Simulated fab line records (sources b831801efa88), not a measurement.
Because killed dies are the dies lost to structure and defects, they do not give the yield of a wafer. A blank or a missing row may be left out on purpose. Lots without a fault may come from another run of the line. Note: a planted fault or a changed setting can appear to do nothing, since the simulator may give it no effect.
fab line records + flow sky130
record
- lots=7
- wafers=21
- lastDay=50
route steps=708 shown SD_N@344 SD_P@359 RES_XHIGH@360 PAD_OPEN@708
lots untouched by any fault: they come from a run of this same line in which no faults occurred
startH: start of the lot's first displayed wafer, in hours after the record's first day + waitH: hours since the lot's step before + " as in the row above + L1.1+2: a single row standing in for several wafers + - no value, or no start given + * or withheld: withheld + < > ~ a bound
route shown NAME@n: names a module that has steps shown in the file, with the first one's number in the route + usual: mean and standard deviation over wafers with no fault + same: alike in all rows + chamber/n: place in a boat + sites: per-site readings + _std_site: the standard deviation of these + _edge_site: mean of outer sites minus mean of inner sites + radiusMm: how far each site lies from the wafer's centre + mask NAME#n: copy n + behind: tool/chamber where the wafer was last shaped + hold: cause of the lot's hold/its duration in hours/its outcome + device: whichever transistor did not switch (one of n, p or np) + end of line: tests of these same wafers at the route's end + where a step has no rows: the recipe by itself + killed: dies that structure and defects cost at the first sort, which is not the same as the wafer's yield + map: shows each die of a wafer: x if killed, . if not, _ if none is there
set.NAME: the setting as run; set.NAME@STEP: as run at that earlier step + model.NAME: the simulator's own value behind a step, which no gauge read
lots at selected steps of the route; one table per step, one row per wafer
services: when a tool's chamber went out of use (startH, in hours from the record's first day, below 0 if earlier), for how many hours, and the reason
## steps
# step SKY_SD_N_COAT_02
# recipe
- resist=NOVOLAK
- spinRpm=3000
- resistThkNm=1140
# step SKY_SD_N_SOFTBAKE_03
# recipe
- tempC=90
- timeS=60
- resist=NOVOLAK
# step SKY_SD_N_EXPOSE_04
# recipe
- maskId=NSDM
- na=0.6
- sourceShape=conventional
- sigmaOuter=0.6
- polarization=unpolarized
- targetCdNm=380
- doseMj=141
# step SKY_SD_N_PEB_05
# recipe
- tempC=withheld
- timeS=*
- resist=NOVOLAK
# step SKY_SD_N_DEVELOP_06
# recipe
- resist=NOVOLAK
- developer=TMAH
- developTimeS=60
- devTempC=23
# step SKY_SD_N_CD_MEAS_07
# recipe
- targetCdNm=380
# usual
- cdNm=379.6/2.9
| lot.wafer | tool     | chamber | startH | waitH | cdNm  |
|-----------|----------|---------|--------|-------|-------|
| L312.1    | cdSem-02 | -       | 711.64 | 0.1   | 379.8 |
| L312.2    | "        | -       | "      | "     | 378.6 |
| L312.4    | "        | -       | "      | "     | 378.7 |
| L315.2    | cdSem-02 | -       | 720.21 | 0.1   | 379.8 |
| L315.3    | "        | -       | "      | "     | 382.1 |
| L315.4    | "        | -       | "      | "     | 380.5 |
| L316.1    | cdSem-02 | -       | 730.39 | 0.1   | 376.7 |
| L316.2    | "        | -       | "      | "     | 376.0 |
| L316.4    | "        | -       | "      | "     | 376.2 |
| L318.1    | cdSem-02 | -       | 743.95 | 0.1   | 384.0 |
| L318.4    | "        | -       | "      | "     | 383.2 |
| L318.6    | "        | -       | "      | "     | 382.6 |
| L323.1    | cdSem-02 | -       | 786.39 | 0.1   | 382.1 |
| L323.3    | "        | -       | "      | "     | 379.4 |
| L323.5    | "        | -       | "      | "     | 379.8 |
| L327.1    | cdSem-01 | -       | 817.49 | 0.1   | 384.5 |
| L327.2    | "        | -       | "      | "     | 386.4 |
| L327.4    | "        | -       | "      | "     | 385.5 |
| L328.3    | cdSem-02 | -       | 818.03 | 0.1   | 378.9 |
| L328.4    | "        | -       | "      | "     | 380.7 |
| L328.6    | "        | -       | "      | "     | 381.9 |
# step SKY_SD_N_OVL_MEAS_08
# usual
- SD_N_OVL=0.9/1.4
| lot.wafer | tool       | chamber | startH | waitH | SD_N_OVL[nm] |
|-----------|------------|---------|--------|-------|--------------|
| L312.1    | overlay-02 | -       | 711.76 | 0.1   | -1.4         |
| L312.2    | "          | -       | "      | "     | 0.3          |
| L312.4    | "          | -       | "      | "     | -1.4         |
| L315.2    | overlay-01 | -       | 720.31 | 0.1   | 3.6          |
| L315.3    | "          | -       | "      | "     | 2.5          |
| L315.4    | "          | -       | "      | "     | 2.1          |
| L316.1    | overlay-02 | -       | 730.51 | 0.1   | 0.9          |
| L316.2    | "          | -       | "      | "     | 1.3          |
| L316.4    | "          | -       | "      | "     | -0.6         |
| L318.1    | overlay-01 | -       | 744.07 | 0.1   | 2.3          |
| L318.4    | "          | -       | "      | "     | 0.9          |
| L318.6    | "          | -       | "      | "     | 1.1          |
| L323.1    | overlay-02 | -       | 786.51 | 0.1   | -2.0         |
| L323.3    | "          | -       | "      | "     | -2.0         |
| L323.5    | "          | -       | "      | "     | -0.8         |
| L327.1    | overlay-02 | -       | 817.61 | 0.1   | 0.4          |
| L327.2    | "          | -       | "      | "     | 0.6          |
| L327.4    | "          | -       | "      | "     | 1.2          |
| L328.3    | overlay-02 | -       | 818.13 | 0.1   | 2.6          |
| L328.4    | "          | -       | "      | "     | 2.6          |
| L328.6    | "          | -       | "      | "     | 2.3          |
# step SKY_SD_N_IMPLANT_09
# recipe
- species=As
- energyKev=49.03
- doseCm2=4e+15
- tiltDeg=0
# step SKY_SD_N_IMPLANT_10
# recipe
- species=P
- energyKev=20
- doseCm2=1e+14
- tiltDeg=0
# step SKY_SD_N_STRIP_11
# recipe
- chemistry=O2/N2
- powerW=1400
- pressureMtorr=1500
- platenTempC=withheld
- o2FlowSccm=3000
- n2FlowSccm=300
- overashFraction=0.5
# usual
- drypumpMotorCurrentA=5.5/0.37
- oesProductAu=0.529/0.0048
- stripTimeToEndpointS=22.39/0.036
| lot.wafer | tool           | chamber | startH | waitH | drypumpMotorCurrentA | oesProductAu | rfHoursCounterH | stripTimeToEndpointS |
|-----------|----------------|---------|--------|-------|----------------------|--------------|-----------------|----------------------|
| L312.1    | plasmaAsher-02 | 1       | 712.09 | 0.1   | 5.2                  | 0.531        | 29              | 22.31                |
| L312.2    | "              | 0       | "      | "     | 5.2                  | 0.531        | 29              | 22.36                |
| L312.4    | "              | 1       | "      | "     | 5.2                  | 0.524        | -               | 22.32                |
| L315.2    | plasmaAsher-02 | 0       | 720.64 | 0.1   | 5.2                  | 0.523        | 29              | 22.37                |
| L315.3    | "              | 0       | "      | "     | 5.2                  | 0.524        | -               | 22.34                |
| L315.4    | "              | 1       | "      | "     | 5.2                  | 0.526        | -               | 22.37                |
| L316.1    | plasmaAsher-02 | 0       | 730.84 | 0.1   | 5.2                  | 0.527        | 30              | 22.32                |
| L316.2    | "              | 1       | "      | "     | 5.2                  | 0.535        | 30              | 22.36                |
| L316.4    | "              | 1       | "      | "     | 5.1                  | 0.532        | -               | 22.33                |
| L318.1    | plasmaAsher-01 | 1       | 744.40 | 0.1   | 5.2                  | 0.533        | 94              | 22.34                |
| L318.4    | "              | 1       | "      | "     | 5.2                  | 0.526        | -               | 22.43                |
| L318.6    | "              | 0       | "      | "     | 5.9                  | 0.531        | -               | 22.42                |
| L323.1    | plasmaAsher-02 | 0       | 786.85 | 0.1   | 5.2                  | 0.527        | 34              | 22.39                |
| L323.3    | "              | 1       | "      | "     | 5.1                  | 0.531        | -               | 22.41                |
| L323.5    | "              | 0       | "      | "     | 5.2                  | 0.525        | -               | 22.37                |
| L327.1    | plasmaAsher-01 | 1       | 817.94 | 0.1   | 5.2                  | 0.529        | 101             | 22.38                |
| L327.2    | "              | 0       | "      | "     | 5.9                  | 0.517        | 101             | 22.35                |
| L327.4    | "              | 1       | "      | "     | 5.2                  | 0.529        | -               | 22.32                |
| L328.3    | plasmaAsher-04 | 0       | 818.48 | 0.1   | 6.0                  | 0.529        | -               | 22.44                |
| L328.4    | "              | 1       | "      | "     | 6.0                  | 0.529        | -               | 22.39                |
| L328.6    | "              | 1       | "      | "     | 6.1                  | 0.525        | -               | 22.42                |
# step SKY_SD_N_TW_MEAS_12
# usual
- SD_N_TW=3963/23
| lot.wafer | tool         | chamber | startH | waitH | SD_N_TW |
|-----------|--------------|---------|--------|-------|---------|
| L312.1    | filmMetro-04 | -       | 712.19 | 0.1   | 3935    |
| L312.2    | "            | -       | "      | "     | 3978    |
| L312.4    | "            | -       | "      | "     | 3961    |
| L315.2    | filmMetro-02 | -       | 720.75 | 0.1   | 3952    |
| L315.3    | "            | -       | "      | "     | 3931    |
| L315.4    | "            | -       | "      | "     | 3909    |
| L316.1    | filmMetro-03 | -       | 730.94 | 0.1   | 3987    |
| L316.2    | "            | -       | "      | "     | 3974    |
| L316.4    | "            | -       | "      | "     | 3988    |
| L318.1    | filmMetro-03 | -       | 744.50 | 0.1   | 3945    |
| L318.4    | "            | -       | "      | "     | 3943    |
| L318.6    | "            | -       | "      | "     | 3947    |
| L323.1    | filmMetro-02 | -       | 786.95 | 0.1   | 3918    |
| L323.3    | "            | -       | "      | "     | 3938    |
| L323.5    | "            | -       | "      | "     | 3924    |
| L327.1    | filmMetro-04 | -       | 818.04 | 0.1   | 3962    |
| L327.2    | "            | -       | "      | "     | 3980    |
| L327.4    | "            | -       | "      | "     | 3985    |
| L328.3    | filmMetro-04 | -       | 818.57 | 0.1   | 3917    |
| L328.4    | "            | -       | "      | "     | 3936    |
| L328.6    | "            | -       | "      | "     | 3954    |
# step SKY_SD_N_CLEAN_13
# recipe
- chemistry=SC1/SC2
- mix=1:4:20
- tempC=70
- timeS=150
- dry=n2Spin
# step SKY_SD_N_RTA_14
# recipe
- tempC=1075
- timeS=2
- idleTempC=650
- rampUpCPerS=150
- rampDownCPerS=90
- ambient=N2
# usual
- annealTempCMax=1080.3/1.3
- lampPowerPct=15.73/0.052
- wafer_temp_C_max=1078.1/1.3
| lot.wafer | tool         | chamber | startH | waitH | annealTempCMax | lampPowerPct | wafer_temp_C_max |
|-----------|--------------|---------|--------|-------|----------------|--------------|------------------|
| L312.1    | rtpAnneal-01 | 0       | 712.31 | 0.0   | 1078.8         | 15.71        | 1078.2           |
| L312.2    | "            | 0       | "      | "     | 1078.3         | 15.69        | 1077.6           |
| L312.4    | "            | 0       | "      | "     | 1079.1         | 15.76        | 1079.8           |
| L315.2    | rtpAnneal-02 | 0       | 720.86 | 0.0   | 1081.2         | 14.33        | 1077.8           |
| L315.3    | "            | 0       | "      | "     | 1080.0         | 14.36        | 1077.7           |
| L315.4    | "            | 0       | "      | "     | 1080.4         | 14.34        | 1078.6           |
| L316.1    | rtpAnneal-02 | 0       | 731.06 | 0.0   | 1079.0         | 14.35        | 1079.8           |
| L316.2    | "            | 0       | "      | "     | 1081.8         | 14.43        | 1077.5           |
| L316.4    | "            | 0       | "      | "     | 1078.6         | 14.41        | 1077.7           |
| L318.1    | rtpAnneal-02 | 0       | 744.61 | 0.0   | 1083.5         | 14.34        | 1078.7           |
| L318.4    | "            | 0       | "      | "     | 1081.1         | 14.34        | 1078.5           |
| L318.6    | "            | 0       | "      | "     | 1080.8         | 14.30        | 1077.5           |
| L323.1    | rtpAnneal-01 | 0       | 787.06 | 0.0   | 1079.4         | 15.73        | 1079.3           |
| L323.3    | "            | 0       | "      | "     | 1079.0         | 15.75        | 1076.4           |
| L323.5    | "            | 0       | "      | "     | 1078.8         | 15.76        | 1077.0           |
| L327.1    | rtpAnneal-01 | 0       | 818.15 | 0.0   | 1079.1         | 15.72        | 1078.0           |
| L327.2    | "            | 0       | "      | "     | 1079.7         | 15.65        | 1077.1           |
| L327.4    | "            | 0       | "      | "     | 1078.6         | 15.80        | 1079.3           |
| L328.3    | rtpAnneal-02 | 0       | 818.68 | 0.0   | 1083.2         | 15.69        | 1077.5           |
| L328.4    | "            | 0       | "      | "     | 1080.0         | 15.79        | 1075.6           |
| L328.6    | "            | 0       | "      | "     | 1082.0         | 15.74        | 1075.9           |
# step SKY_SD_N_RS_MEAS_16
# recipe
- thkMeasGauge=four-point-probe
# usual
- SD_N_RS=69.24/0.17
| lot.wafer | tool         | chamber | startH | waitH | SD_N_RS[ohm/sq] |
|-----------|--------------|---------|--------|-------|-----------------|
| L312.1    | filmMetro-04 | -       | 712.48 | 0.1   | 69.16           |
| L312.2    | "            | -       | "      | "     | 69.36           |
| L312.4    | "            | -       | "      | "     | 69.14           |
| L315.2    | filmMetro-02 | -       | 721.05 | 0.1   | 75.39           |
| L315.3    | "            | -       | "      | "     | 75.48           |
| L315.4    | "            | -       | "      | "     | 75.37           |
| L316.1    | filmMetro-04 | -       | 731.23 | 0.1   | 75.30           |
| L316.2    | "            | -       | "      | "     | 75.30           |
| L316.4    | "            | -       | "      | "     | 75.28           |
| L318.1    | filmMetro-04 | -       | 744.79 | 0.1   | 75.28           |
| L318.4    | "            | -       | "      | "     | 75.19           |
| L318.6    | "            | -       | "      | "     | 75.27           |
| L323.1    | filmMetro-04 | -       | 787.24 | 0.1   | 69.09           |
| L323.3    | "            | -       | "      | "     | 69.12           |
| L323.5    | "            | -       | "      | "     | 69.30           |
| L327.1    | filmMetro-03 | -       | 818.33 | 0.1   | 69.35           |
| L327.2    | "            | -       | "      | "     | 69.56           |
| L327.4    | "            | -       | "      | "     | 69.29           |
| L328.3    | filmMetro-04 | -       | 818.87 | 0.1   | 68.91           |
| L328.4    | "            | -       | "      | "     | 69.03           |
| L328.6    | "            | -       | "      | "     | 69.10           |
# step SKY_SD_N_RS_MEAS_17
# recipe
- thkMeasGauge=four-point-probe
# usual
- SD_P_RS=147.1/0.47
| lot.wafer | tool         | chamber | startH | waitH | SD_P_RS[ohm/sq] |
|-----------|--------------|---------|--------|-------|-----------------|
| L312.1    | filmMetro-04 | -       | 712.60 | 0.1   | 146.6           |
| L312.2    | "            | -       | "      | "     | 147.2           |
| L312.4    | "            | -       | "      | "     | 146.6           |
| L315.2    | filmMetro-02 | -       | 721.17 | 0.1   | 184.2           |
| L315.3    | "            | -       | "      | "     | 184.8           |
| L315.4    | "            | -       | "      | "     | 184.3           |
| L316.1    | filmMetro-04 | -       | 731.35 | 0.1   | 184.4           |
| L316.2    | "            | -       | "      | "     | 183.8           |
| L316.4    | "            | -       | "      | "     | 184.4           |
| L318.1    | filmMetro-04 | -       | 744.91 | 0.1   | 184.4           |
| L318.4    | "            | -       | "      | "     | 184.2           |
| L318.6    | "            | -       | "      | "     | 184.2           |
| L323.1    | filmMetro-04 | -       | 787.36 | 0.1   | 147.0           |
| L323.3    | "            | -       | "      | "     | 147.0           |
| L323.5    | "            | -       | "      | "     | 146.7           |
| L327.1    | filmMetro-03 | -       | 818.45 | 0.1   | 147.2           |
| L327.2    | "            | -       | "      | "     | 147.2           |
| L327.4    | "            | -       | "      | "     | 147.5           |
| L328.3    | filmMetro-04 | -       | 818.99 | 0.1   | 146.5           |
| L328.4    | "            | -       | "      | "     | 146.4           |
| L328.6    | "            | -       | "      | "     | 146.6           |
# step SKY_SD_N_RS_MEAS_18
# recipe
- thkMeasGauge=four-point-probe
# usual
- RES_XHIGH_RS=333.1/1.3
| lot.wafer | tool         | chamber | startH | waitH | RES_XHIGH_RS[ohm/sq] |
|-----------|--------------|---------|--------|-------|----------------------|
| L312.1    | filmMetro-04 | -       | 712.72 | 0.1   | 331.0                |
| L312.2    | "            | -       | "      | "     | 332.0                |
| L312.4    | "            | -       | "      | "     | 331.4                |
| L315.2    | filmMetro-02 | -       | 721.29 | 0.1   | 335.4                |
| L315.3    | "            | -       | "      | "     | 335.5                |
| L315.4    | "            | -       | "      | "     | 334.8                |
| L316.1    | filmMetro-04 | -       | 731.47 | 0.1   | 336.2                |
| L316.2    | "            | -       | "      | "     | 336.0                |
| L316.4    | "            | -       | "      | "     | 334.8                |
| L318.1    | filmMetro-04 | -       | 745.03 | 0.1   | 333.4                |
| L318.4    | "            | -       | "      | "     | 332.6                |
| L318.6    | "            | -       | "      | "     | 333.0                |
| L323.1    | filmMetro-04 | -       | 787.48 | 0.1   | 332.5                |
| L323.3    | "            | -       | "      | "     | 332.7                |
| L323.5    | "            | -       | "      | "     | 333.6                |
| L327.1    | filmMetro-03 | -       | 818.57 | 0.1   | 334.3                |
| L327.2    | "            | -       | "      | "     | 333.6                |
| L327.4    | "            | -       | "      | "     | 333.0                |
| L328.3    | filmMetro-04 | -       | 819.11 | 0.1   | 334.4                |
| L328.4    | "            | -       | "      | "     | 333.1                |
| L328.6    | "            | -       | "      | "     | 333.8                |
# step SKY_PAD_OPEN_PROBE_99
# usual
- killed_at_M0_to_M3=43/7.4
- killed_at_M4_up=3.5/2.1
- killedAtContacts=24/5.4
- killedAtFrontEnd=15/4.7
- killedAtOther=0.2/0.44
- killedDies=85/10
- killedOnRim=17/4.2
- killedOpen=47/7.1
- killedShort=38/7
# same
- grossDies=492
- killedAtBackSide=0
| lot.wafer | tool      | chamber | startH  | waitH | killed_at_M0_to_M3 | killed_at_M4_up | killedAtContacts | killedAtFrontEnd | killedAtOther | killedDies | killedOnRim | killedOpen | killedShort | model.etest.resXhighPo.lineOhmUm | model.etest.resXhighPo.rsOhmSq | model.etest.tipP.rsOhmSq | model.etest.pfet_01v8.rOnOhmUm | model.etest.resPdiff.lineOhmUm | model.etest.resHighPo.lineOhmUm | model.etest.liconHighPo.rcOhm | model.etest.pfetG5v0d10v5.rOnOhmUm |
|-----------|-----------|---------|---------|-------|--------------------|-----------------|------------------|------------------|---------------|------------|-------------|------------|-------------|----------------------------------|--------------------------------|--------------------------|--------------------------------|--------------------------------|---------------------------------|-------------------------------|------------------------------------|
| L312.1    | prober-02 | -       | 1127.38 | 0.1   | 39                 | 6               | 15               | 12               | 0             | 72         | 18          | 40         | 32          | 6076                             | 2120                           | 6824                     | 2730                           | 1314                           | 776.5                           | 366.7                         | 4715                               |
| L312.2    | prober-02 | -       | 1127.43 | 0.1   | 38                 | 2               | 25               | 18               | 0             | 83         | 14          | 41         | 42          | 6039                             | 2123                           | 6788                     | 2812                           | 1340                           | 777.1                           | 372.1                         | 4662                               |
| L312.4    | prober-02 | -       | 1127.53 | 0.2   | 44                 | 4               | 20               | 13               | 0             | 81         | 18          | 41         | 40          | 5772                             | 2014                           | 6846                     | 2771                           | 1332                           | 757.7                           | 355.4                         | 4722                               |
| L315.2    | prober-01 | -       | 1130.03 | 0.1   | 39                 | 5               | 19               | 11               | 1             | 75         | 19          | 40         | 35          | 8075                             | 2852                           | 7320                     | 3391                           | 1750                           | 1035                            | 609.1                         | 5092                               |
| L315.3    | prober-01 | -       | 1130.08 | 0.2   | 39                 | 9               | 24               | 10               | 2             | 84         | 16          | 39         | 45          | 8526                             | 3042                           | 7328                     | 3385                           | 1718                           | 1058                            | 618.4                         | 5079                               |
| L315.4    | prober-01 | -       | 1130.13 | 0.2   | 46                 | 3               | 24               | 18               | 0             | 91         | 11          | 51         | 40          | 8046                             | 2797                           | 7305                     | 3334                           | 1749                           | 1016                            | 585.1                         | 5015                               |
| L316.1    | prober-01 | -       | 1140.45 | 0.1   | 42                 | 6               | 28               | 16               | 0             | 92         | 18          | 49         | 43          | 8602                             | 2979                           | 7405                     | 3444                           | 1744                           | 1054                            | 660.6                         | 4917                               |
| L316.2    | prober-01 | -       | 1140.50 | 0.1   | 33                 | 5               | 25               | 21               | 0             | 84         | 9           | 51         | 33          | 8526                             | 2958                           | 7444                     | 3341                           | 1695                           | 1052                            | 624.3                         | 4810                               |
| L316.4    | prober-01 | -       | 1140.60 | 0.2   | 34                 | 3               | 32               | 9                | 0             | 78         | 12          | 41         | 37          | 8939                             | 3056                           | 7390                     | 3319                           | 1762                           | 1082                            | 639.5                         | 4894                               |
| L318.1    | prober-01 | -       | 1149.49 | 0.1   | 32                 | 4               | 18               | 13               | 0             | 67         | 11          | 36         | 31          | 8659                             | 2988                           | 7386                     | 3318                           | 1755                           | 1081                            | 609.1                         | 4982                               |
| L318.4    | prober-01 | -       | 1149.64 | 0.2   | 35                 | 3               | 26               | 8                | 0             | 72         | 15          | 39         | 33          | 8827                             | 3067                           | 7419                     | 3330                           | 1751                           | 1092                            | 629.1                         | 4992                               |
| L318.6    | prober-01 | -       | 1149.74 | 0.2   | 39                 | 4               | 27               | 14               | 1             | 85         | 16          | 52         | 33          | 8750                             | 3048                           | 7475                     | 3333                           | 1742                           | 1095                            | 624.4                         | 4926                               |
| L323.1    | prober-02 | -       | 1175.98 | 0.1   | 40                 | 2               | 22               | 11               | 0             | 75         | 17          | 45         | 30          | 5758                             | 1993                           | 6929                     | 2882                           | 1351                           | 764.1                           | 364.2                         | 4708                               |
| L323.3    | prober-02 | -       | 1176.08 | 0.2   | 61                 | 6               | 26               | 9                | 0             | 102        | 19          | 51         | 51          | 5740                             | 1982                           | 6894                     | 2912                           | 1350                           | 757.9                           | 339.1                         | 4838                               |
| L323.5    | prober-02 | -       | 1176.18 | 0.2   | 50                 | 3               | 29               | 14               | 0             | 96         | 22          | 56         | 40          | 5629                             | 1979                           | 6917                     | 2922                           | 1344                           | 729.8                           | 353                           | 4756                               |
| L327.1    | prober-02 | -       | 1192.83 | 0.1   | 61                 | 3               | 25               | 17               | 0             | 106        | 21          | 50         | 56          | 5444                             | 1921                           | 6694                     | 2827                           | 1388                           | 733.8                           | 340                           | 4681                               |
| L327.2    | prober-02 | -       | 1192.88 | 0.1   | 54                 | 3               | 27               | 13               | 0             | 97         | 17          | 53         | 44          | 5500                             | 1935                           | 6732                     | 2836                           | 1378                           | 743.8                           | 330.9                         | 4671                               |
| L327.4    | prober-02 | -       | 1192.98 | 0.2   | 56                 | 8               | 24               | 7                | 0             | 95         | 17          | 49         | 46          | 5309                             | 1872                           | 6648                     | 2831                           | 1359                           | 731.5                           | 333                           | 4740                               |
| L328.3    | prober-01 | -       | 1194.87 | 0.2   | 45                 | 0               | 42               | 19               | 0             | 106        | 25          | 61         | 45          | 5482                             | 1960                           | 6825                     | 2798                           | 1351                           | 733.3                           | 349.3                         | 4659                               |
| L328.4    | prober-01 | -       | 1194.92 | 0.2   | 40                 | 3               | 27               | 19               | 0             | 89         | 14          | 57         | 32          | 5712                             | 2003                           | 6774                     | 2836                           | 1382                           | 746.3                           | 354                           | 4661                               |
| L328.6    | prober-01 | -       | 1195.02 | 0.2   | 43                 | 4               | 24               | 14               | 0             | 85         | 19          | 42         | 43          | 5863                             | 2030                           | 6800                     | 2806                           | 1368                           | 753.8                           | 352.3                         | 4634                               |
# killed by level:class
L312.1 METAL1:geometricParticle:short=10 VIA1:geometricParticle:open=9 VIA3:geometricParticle:open=8 CONTACT:geometricParticle:open=6 CONTACT:geometricParticle:short=5 POLY_GATE:geometricParticle:short=4 METAL4:geometricParticle:short=4 POLY_GATE:geometricParticle:open=3
L312.2 VIA1:geometricParticle:open=9 POLY_GATE:geometricParticle:open=7 LI_CONTACT:geometricParticle:open=7 LOCAL_INTERCONNECT:geometricParticle:short=7 METAL2:geometricParticle:short=6 CONTACT:geometricParticle:short=5 FIELD_ISO:geometricParticle:short=4 CONTACT:geometricParticle:open=4
L312.4 VIA1:geometricParticle:open=10 CONTACT:geometricParticle:open=8 METAL1:geometricParticle:short=5 VIA2:geometricParticle:open=5 VIA3:geometricParticle:open=5 FIELD_ISO:geometricParticle:short=4 LI_CONTACT:geometricParticle:open=4 CONTACT:geometricParticle:short=4
L315.2 VIA1:geometricParticle:open=8 LI_CONTACT:geometricParticle:open=7 CONTACT:geometricParticle:open=5 VIA3:geometricParticle:open=5 VIA1:geometricParticle:short=5 METAL4:geometricParticle:short=5 METAL1:geometricParticle:short=4 METAL2:geometricParticle:short=4
L315.3 CONTACT:geometricParticle:open=12 VIA1:geometricParticle:open=8 METAL4:geometricParticle:short=8 METAL1:geometricParticle:short=7 VIA2:geometricParticle:open=5 LOCAL_INTERCONNECT:geometricParticle:short=4 METAL2:geometricParticle:short=4 METAL3:geometricParticle:short=4
L315.4 CONTACT:geometricParticle:open=10 VIA3:geometricParticle:open=7 VIA1:geometricParticle:open=7 POLY_GATE:geometricParticle:open=6 POLY_GATE:geometricParticle:short=6 LI_CONTACT:geometricParticle:open=5 VIA2:geometricParticle:open=5 CONTACT:geometricParticle:short=5
L316.1 CONTACT:geometricParticle:short=10 VIA1:geometricParticle:open=8 VIA2:geometricParticle:open=8 VIA3:geometricParticle:open=8 LI_CONTACT:geometricParticle:open=7 CONTACT:geometricParticle:open=5 POLY_GATE:geometricParticle:short=4 LOCAL_INTERCONNECT:geometricParticle:short=4
L316.2 CONTACT:geometricParticle:open=12 VIA1:geometricParticle:open=6 VIA3:geometricParticle:open=6 POLY_GATE:geometricParticle:open=5 CONTACT:geometricParticle:short=5 FIELD_ISO:geometricParticle:open=4 POLY_GATE:geometricParticle:short=4 METAL1:geometricParticle:short=4
L316.4 CONTACT:geometricParticle:open=9 LI_CONTACT:geometricParticle:short=8 LOCAL_INTERCONNECT:geometricParticle:short=7 VIA1:geometricParticle:open=7 VIA3:geometricParticle:open=7 VIA2:geometricParticle:open=5 POLY_GATE:geometricParticle:open=4 LI_CONTACT:geometricParticle:open=4
L318.1 VIA2:geometricParticle:open=7 LI_CONTACT:geometricParticle:open=5 VIA1:geometricParticle:open=5 VIA3:geometricParticle:open=5 FIELD_ISO:geometricParticle:short=4 LOCAL_INTERCONNECT:geometricParticle:short=4 CONTACT:geometricParticle:open=4 VIA1:geometricParticle:short=4
L318.4 VIA1:geometricParticle:open=11 CONTACT:geometricParticle:open=8 LI_CONTACT:geometricParticle:open=6 LOCAL_INTERCONNECT:geometricParticle:short=5 CONTACT:geometricParticle:short=5 METAL1:geometricParticle:short=5 FIELD_ISO:geometricParticle:short=4 METAL2:geometricParticle:short=4
L318.6 VIA1:geometricParticle:open=14 CONTACT:geometricParticle:open=10 VIA3:geometricParticle:open=7 LI_CONTACT:geometricParticle:open=6 LOCAL_INTERCONNECT:geometricParticle:short=6 POLY_GATE:geometricParticle:open=4 VIA2:geometricParticle:open=4 METAL4:geometricParticle:short=4
L323.1 CONTACT:geometricParticle:open=10 LI_CONTACT:geometricParticle:open=8 VIA1:geometricParticle:open=8 METAL2:geometricParticle:short=6 METAL1:geometricParticle:short=5 VIA2:geometricParticle:short=4 VIA2:geometricParticle:open=4 FIELD_ISO:geometricParticle:short=3
L323.3 LI_CONTACT:geometricParticle:open=12 METAL1:geometricParticle:short=11 VIA3:geometricParticle:open=10 VIA1:geometricParticle:open=9 VIA3:geometricParticle:short=7 VIA2:geometricParticle:open=7 METAL2:geometricParticle:short=5 CONTACT:geometricParticle:short=4
L323.5 LI_CONTACT:geometricParticle:open=13 METAL2:geometricParticle:short=11 CONTACT:geometricParticle:open=10 VIA2:geometricParticle:open=10 POLY_GATE:geometricParticle:open=6 VIA1:geometricParticle:open=5 METAL3:geometricParticle:short=5 METAL2:geometricParticle:open=3
L327.1 VIA1:geometricParticle:open=13 POLY_GATE:geometricParticle:short=9 CONTACT:geometricParticle:open=9 VIA1:geometricParticle:short=8 LI_CONTACT:geometricParticle:open=7 METAL1:geometricParticle:short=7 VIA3:geometricParticle:open=7 METAL2:geometricParticle:short=6
L327.2 VIA1:geometricParticle:open=16 LI_CONTACT:geometricParticle:open=10 VIA2:geometricParticle:open=9 LOCAL_INTERCONNECT:geometricParticle:short=8 CONTACT:geometricParticle:open=5 METAL3:geometricParticle:short=5 VIA2:geometricParticle:short=5 VIA1:geometricParticle:short=4
L327.4 VIA1:geometricParticle:open=10 CONTACT:geometricParticle:open=8 LI_CONTACT:geometricParticle:open=7 METAL1:geometricParticle:short=7 VIA1:geometricParticle:short=7 METAL2:geometricParticle:short=6 VIA3:geometricParticle:open=6 VIA2:geometricParticle:open=5
L328.3 VIA1:geometricParticle:open=12 CONTACT:geometricParticle:open=11 LOCAL_INTERCONNECT:geometricParticle:short=10 VIA2:geometricParticle:open=10 LI_CONTACT:geometricParticle:open=8 LI_CONTACT:geometricParticle:short=8 FIELD_ISO:geometricParticle:short=7 POLY_GATE:geometricParticle:short=6
L328.4 VIA1:geometricParticle:open=13 CONTACT:geometricParticle:open=10 LI_CONTACT:geometricParticle:open=9 VIA3:geometricParticle:open=7 VIA2:geometricParticle:open=6 FIELD_ISO:geometricParticle:short=5 METAL2:geometricParticle:short=5 POLY_GATE:geometricParticle:open=4
L328.6 VIA1:geometricParticle:open=10 CONTACT:geometricParticle:open=8 VIA3:geometricParticle:open=7 LI_CONTACT:geometricParticle:open=6 METAL2:geometricParticle:short=6 CONTACT:geometricParticle:short=5 VIA3:geometricParticle:short=5 FIELD_ISO:geometricParticle:short=4
## services
| tool           | chamber | startH | hours | kind      |
|----------------|---------|--------|-------|-----------|
| plasmaAsher-02 | -       | 706.84 | 2.8   | pm        |
| plasmaAsher-01 | -       | 713.09 | 11.4  | repair    |
| plasmaAsher-01 | -       | 729.63 | 3.8   | repair    |
| plasmaAsher-04 | -       | 733.75 | 9.0   | pm        |
| plasmaAsher-04 | 0       | 733.75 | 9.0   | ventCycle |
| plasmaAsher-04 | 1       | 733.75 | 9.0   | ventCycle |
| plasmaAsher-02 | -       | 734.41 | 14.6  | pm        |
| plasmaAsher-04 | 0       | 742.75 | -     | clean     |
| plasmaAsher-04 | 1       | 742.75 | -     | clean     |
| rtpAnneal-01   | -       | 757.40 | 3.7   | pm        |
| plasmaAsher-01 | -       | 807.18 | 2.8   | pm        |
| plasmaAsher-04 | -       | 814.16 | 3.2   | repair    |
## key
firstSign
- step=SKY_SD_N_RTA_14
- reading=lampPowerPct
- direction=down
- sigmas=26
- usual=15.73
- struck=14.35
effect
- step=SKY_SD_N_RS_MEAS_16
- reading=SD_N_RS
- direction=up
- sigmas=36
- usual=69.24
- struck=75.32
effect
- step=SKY_SD_N_RS_MEAS_17
- reading=SD_P_RS
- direction=up
- sigmas=79
- usual=147.1
- struck=184.3
effect
- step=SKY_SD_N_RS_MEAS_18
- reading=RES_XHIGH_RS
- direction=up
- sigmas=1.2
- usual=333.1
- struck=334.6
modelEffect
- step=SKY_PAD_OPEN_PROBE_99
- value=etest.resXhighPo.lineOhmUm
- without=5697
- struck=8550
metAt SKY_SD_N_RTA_14
struckWafers L315.2,L315.3,L315.4,L316.1,L316.2,L316.4,L318.1,L318.4,L318.6
testerLeftOut L315,L316,L318
fault
- kind=processParameterDrift
- tool=rtpAnneal-02
- chamber=-
- onsetH=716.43
- steps=SKY_SD_N_RTA_14
- channel=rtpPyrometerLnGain
- offset=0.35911
- shape=step
- endH=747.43
# testerLeftOut: of these lots the tester's yield and bins aren't shown, on N5 and GAA mostly nor the transistor test; their killed dies are dies lost to structure and defects alone, not to doping, threshold or leakage, so they don't give the yield
